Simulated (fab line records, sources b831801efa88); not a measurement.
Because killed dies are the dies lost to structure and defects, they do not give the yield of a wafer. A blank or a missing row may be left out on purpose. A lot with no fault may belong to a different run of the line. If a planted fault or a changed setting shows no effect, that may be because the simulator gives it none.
Which tool was responsible? + flow sky130 + 39 wafers from 13 lots sampled at 4 of the route's 708 steps

## WHAT EACH GAUGE READ, for each wafer
SKY_VT_ADJUST_HVTR_OVL_MEAS_08. Usual: for VT_ADJUST_HVTR_OVL the level is -0.2 nm and the standard deviation is 1.4.
| lot  | measured     | on         | VT_ADJUST_HVTR_OVL (nm) | flag |
|------|--------------|------------|-------------------------|------|
| L831 | day 9 12:40  | overlay-01 | -3.2 -3.2 -2.4          |      |
| L832 | day 9 19:25  | overlay-02 | -0.5 -0.6 -0.9          |      |
| L833 | day 10 10:01 | overlay-02 | -0.2 0.6 0.3            |      |
| L834 | day 10 10:12 | overlay-02 | -0.1 -0.9 -0.1          |      |
| L837 | day 11 09:55 | overlay-01 | 0.4 -0.8 -0.7           |      |
| L843 | day 13 11:49 | overlay-01 | 1.7 2.3 1.2             |      |
| L845 | day 13 19:39 | overlay-01 | -0.2 0.2 0.3            |      |
| L846 | day 14 04:16 | overlay-02 | 1.3 0.8 0.9             |      |
| L847 | day 14 14:55 | overlay-02 | 2.2 2.1 1.2             |      |
| L848 | day 14 21:31 | overlay-02 | 0.6 -1.0 1.2            |      |
| L849 | day 15 04:00 | overlay-01 | 2.4 2.4 2.2             |      |
| L850 | day 15 08:59 | overlay-01 | 0.8 1.3 1.0             |      |
| L852 | day 15 22:49 | overlay-01 | -1.1 -0.7 -1.6          |      |

SKY_POLY_GATE_THK_MEAS_04. Usual: for POLY_GATE_CVD_03_THK the level is 74.6 nm and the standard deviation is 0.8.
| lot  | measured     | on            | POLY_GATE_CVD_03_THK (nm) | flag |
|------|--------------|---------------|---------------------------|------|
| L831 | day 15 06:37 | film-metro-02 | 75.3 74.4 75.3            |      |
| L832 | day 15 13:53 | film-metro-01 | 74.2 74.9 74.4            |      |
| L833 | day 16 03:29 | film-metro-02 | 75.5 74.9 75.3            |      |
| L834 | day 16 04:50 | film-metro-02 | 73.8 74.7 74.4            |      |
| L837 | day 17 13:22 | film-metro-02 | 75.7 76.6 75.7            |      |
| L843 | day 20 00:27 | film-metro-01 | 73.7 73.6 72.8            |      |
| L845 | day 20 11:25 | film-metro-03 | 73.6 73.6 74.0            |      |
| L846 | day 20 20:23 | film-metro-01 | 74.3 74.3 73.9            |      |
| L847 | day 21 08:34 | film-metro-02 | 74.2 74.2 74.1            |      |
| L848 | day 21 20:31 | film-metro-03 | 74.0 73.9 74.2            |      |
| L849 | day 22 01:57 | film-metro-01 | 74.3 73.1 73.2            |      |
| L850 | day 22 08:44 | film-metro-01 | 74.0 74.3 75.3            |      |
| L852 | day 22 23:22 | film-metro-03 | 74.9 74.5 74.2            |      |

SKY_SD_P_CD_MEAS_07: the cd target is 380 nm. Usual: cd-nm at 379.7 nm, with a standard deviation of 2.8.
| lot  | measured     | on        | cd-nm (nm)        | flag |
|------|--------------|-----------|-------------------|------|
| L831 | day 25 10:33 | cd-sem-02 | 375.0 372.4 372.5 |      |
| L832 | day 25 18:14 | cd-sem-01 | 379.9 378.6 380.1 |      |
| L833 | day 26 10:17 | cd-sem-02 | 360.2 360.7 361.7 | OFF  |
| L834 | day 26 10:35 | cd-sem-02 | 362.7 363.3 363.7 | OFF  |
| L837 | day 27 19:23 | cd-sem-01 | 379.9 380.2 381.9 |      |
| L843 | day 30 05:11 | cd-sem-02 | 382.9 381.7 381.3 |      |
| L845 | day 30 13:32 | cd-sem-02 | 378.7 376.0 377.2 |      |
| L846 | day 30 22:05 | cd-sem-01 | 381.0 380.5 380.1 |      |
| L847 | day 31 07:34 | cd-sem-01 | 377.3 377.2 375.7 |      |
| L848 | day 31 19:30 | cd-sem-01 | 382.5 384.8 383.0 |      |
| L849 | day 31 22:08 | cd-sem-02 | 381.7 380.4 381.9 |      |
| L850 | day 32 04:52 | cd-sem-01 | 381.2 381.8 379.6 |      |
| L852 | day 32 16:45 | cd-sem-01 | 380.9 380.5 380.4 |      |

## TOOL THAT RAN EACH LOT (tool first, then ch and the chambers of the sampled wafers, then the start)
| lot  | SKY_SD_P_DEVELOP_06               |
|------|-----------------------------------|
| L831 | litho-track-02 ch 0, day 25 10:25 |
| L832 | litho-track-04 ch 0, day 25 18:05 |
| L833 | litho-track-04 ch 0, day 26 10:08 |
| L834 | litho-track-04 ch 0, day 26 10:26 |
| L837 | litho-track-01 ch 0, day 27 19:14 |
| L843 | litho-track-02 ch 0, day 30 05:02 |
| L845 | litho-track-02 ch 0, day 30 13:23 |
| L846 | litho-track-01 ch 0, day 30 21:56 |
| L847 | litho-track-01 ch 0, day 31 07:25 |
| L848 | litho-track-02 ch 0, day 31 19:22 |
| L849 | litho-track-04 ch 0, day 31 21:59 |
| L850 | litho-track-02 ch 0, day 32 04:44 |
| L852 | litho-track-02 ch 0, day 32 16:37 |
- SKY_SD_P_DEVELOP_06: develop time 60 s.

## AS READ BY THE TOOLS THEMSELVES (means over the sampled wafers that have a number; for cases with no such wafer, the mark the record gives instead)
The record holds no such reading with a usual standard deviation.

## THE ANSWER, worked out from the rows above alone
Rule: a lot is off if the mean of its wafers that have a number lies more than 3 standard deviations from the usual mean. A lot without any number at a reading at which 4 lots or more have one is off too. The other lots that the step has rows for count as sound. The gauges are gone through in route order, then the tools' own readings, and for those a lot's mean is taken as printed above. The first step at which some lot is off is used, and at that step the reading that is off furthest; a lot without a number counts as furthest.
Off, at SKY_SD_P_CD_MEAS_07 on cd-nm: L833, L834.
A tool fits if, at a process step before that reading, it ran every lot that is off, and no sound lot after the first of them. Gauges at SKY_SD_P_CD_MEAS_07: tried the same way as those tools. No candidate that was tried fits.

## WHAT THE SIMULATOR PUT IN
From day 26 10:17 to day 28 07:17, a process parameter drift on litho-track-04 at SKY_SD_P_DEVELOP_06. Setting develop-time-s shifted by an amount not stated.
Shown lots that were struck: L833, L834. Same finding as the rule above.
